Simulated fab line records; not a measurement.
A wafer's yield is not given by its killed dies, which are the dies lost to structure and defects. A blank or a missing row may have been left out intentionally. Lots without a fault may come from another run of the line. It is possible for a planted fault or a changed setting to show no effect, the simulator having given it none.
Comparing a struck lot with a sound one + flow sky130 + 26 out of 708 route steps
Sound: wafers L849.1, L849.2, L849.5. Wafers struck: L842.2, L842.5, L842.6. At the end, the cause is stated.
Per side, at each step with rows, come the tool, then ch with its chambers, and then its first start. Under that, the readings that differ: sound wafers + struck wafers + difference of the means + sigmas: that difference in standard deviations of wafers without a fault.
alike: same words and numbers on both sides, and readings whose means sit less than 2 such deviations apart. not compared: any withheld reading, any reading some wafer has no value for, any bound like >300 that may hide the same value, and any number with overlapping values for which the record gives no deviation.
Wherever a step has rows on one side only, a row that says differs or no value, or a row with sigmas, the two part there. When numbers do not overlap yet have no deviation, they are printed without sigmas and do not part them. A reading that every wafer of one side lacks parts them only if that side has two wafers or more.

first, 6 steps without rows for these wafers: SKY_SD_N_IMPLANT_10; SKY_SD_N_STRIP_11 (strips in O2/N2); SKY_SD_N_CLEAN_13 (cleans in SC1/SC2, time 150 s); SKY_SD_N_RTA_14 (time 2 s); SKY_SALICIDE_CLEAN_00 (cleans in HF-last, time 30 s); SKY_LI_CONTACT_HDPCVD_00 (deposits PSG, target thk 930 nm, time 155 s).
SKY_LI_CONTACT_CMP_02: polishes PSG.
  sound on cmp-02 ch 0,1,2, day 34 11:13; struck on cmp-02 ch 0,2,3, day 32 13:40
  no value came back on the struck wafers for edge zone pressure frac, head pressure psi (psi), motor current A (A), time to endpoint s (s); on the sound wafers edge zone pressure frac reads 0.994 0.989 0.999
| reading                                       | sound             | struck            | difference | sigmas |
|-----------------------------------------------|-------------------|-------------------|------------|--------|
| model.PSG_of_LI_CONTACT_HDPCVD_00.thk nm (nm) | 598.3 597.7 597.6 | 927.3 941.7 936.7 | +337.4     |        |
SKY_LI_CONTACT_BOW_MEAS_03:
  struck on film metro-01, day 32 13:50; sound on film metro-02, day 34 11:31
| reading             | sound    | struck   | difference | sigmas |
|---------------------|----------|----------|------------|--------|
| LI_CONTACT_BOW (um) | 49 63 55 | 72 70 81 | +19        | +3     |
then, 9 steps without rows for these wafers: SKY_LI_CONTACT_DEHYDRATE_04 (time 60 s); SKY_LI_CONTACT_HMDS_05 (prime time 60 s); SKY_LI_CONTACT_COAT_06 (resist thk 60 nm); SKY_LI_CONTACT_COAT_07 (resist thk 450 nm); SKY_LI_CONTACT_SOFTBAKE_08 (time 90 s); SKY_LI_CONTACT_EXPOSE_09 (exposes mask LICM1, target cd 170 nm); SKY_LI_CONTACT_PEB_10; SKY_LI_CONTACT_DEVELOP_11 (develop time 60 s); SKY_LI_CONTACT_ETCH_14 (etches BARC in N2/H2, stops on SiO2, time 45.9 s, target depth 60 nm).
SKY_LI_CONTACT_ETCH_15: etches PSG in C4F8/O2/Ar, stops on Si, target depth 600 nm.
  sound on rie diel-01 ch 0,1,2, day 35 13:26; struck on rie diel-04 ch 2,3, day 33 16:17
| reading                                | sound             | struck            | difference | sigmas      |
|----------------------------------------|-------------------|-------------------|------------|-------------|
| oes product au (a.u.)                  | 0.841 0.835 0.834 | 1.666 1.625 1.648 | +0.810     | +99 or more |
| model.LI_CONTACT.feature depth nm (nm) | 598.3 597.7 597.6 | 827.7 799.9 821.6 | +218.5     |             |
| model.etch.depth nm (nm)               | 598.3 597.7 597.6 | 827.7 799.9 821.6 | +218.5     |             |
then, 6 steps without rows for these wafers: SKY_LI_CONTACT_STRIP_16 (strips in O2/N2); SKY_LI_CONTACT_CLEAN_17 (cleans in NMP, time 600 s); SKY_LI_CONTACT_PRE_CLEAN_18 (time 5.6 s); SKY_LI_CONTACT_SPUTTER_19 (material Ti, target thk 20 nm, time 106.37 s); SKY_LI_CONTACT_SPUTTER_20 (material TiN, target thk 20 nm, time 80 s); SKY_LI_CONTACT_CVD_21 (deposits W, target thk 400 nm, time 120.56 s).
SKY_LI_CONTACT_CMP_24: polishes, stops on PSG, t overpolish 20 s, target thk 0 nm.
  sound on cmp-01 ch 0,1,2, day 35 14:16; struck on cmp-02 ch 1,2,3, day 33 17:15
| reading                                       | sound             | struck            | difference | sigmas |
|-----------------------------------------------|-------------------|-------------------|------------|--------|
| model.PSG_of_LI_CONTACT_HDPCVD_00.thk nm (nm) | 588.9 588.2 588.2 | 917.9 932.2 927.2 | +337.3     |        |
  alike: edge zone pressure frac, head pressure psi, motor current A
-- here the record skips 15 days between the struck wafers' starts before and after, leaving off in module LI_CONTACT and picking up in module PAD_OPEN (first step shown: number 708 of the route) --
SKY_PAD_OPEN_PROBE_99:
  record: rows for the struck wafers here (prober-02, day 49 04:00), none for the sound ones

## WHERE THEY PART
First at SKY_LI_CONTACT_CMP_02; last, within this record, at SKY_PAD_OPEN_PROBE_99.

WHY: what had been put in by the simulator
Step skipped in full: cmp-02, at SKY_LI_CONTACT_CMP_02, from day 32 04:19 onward. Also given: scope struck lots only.
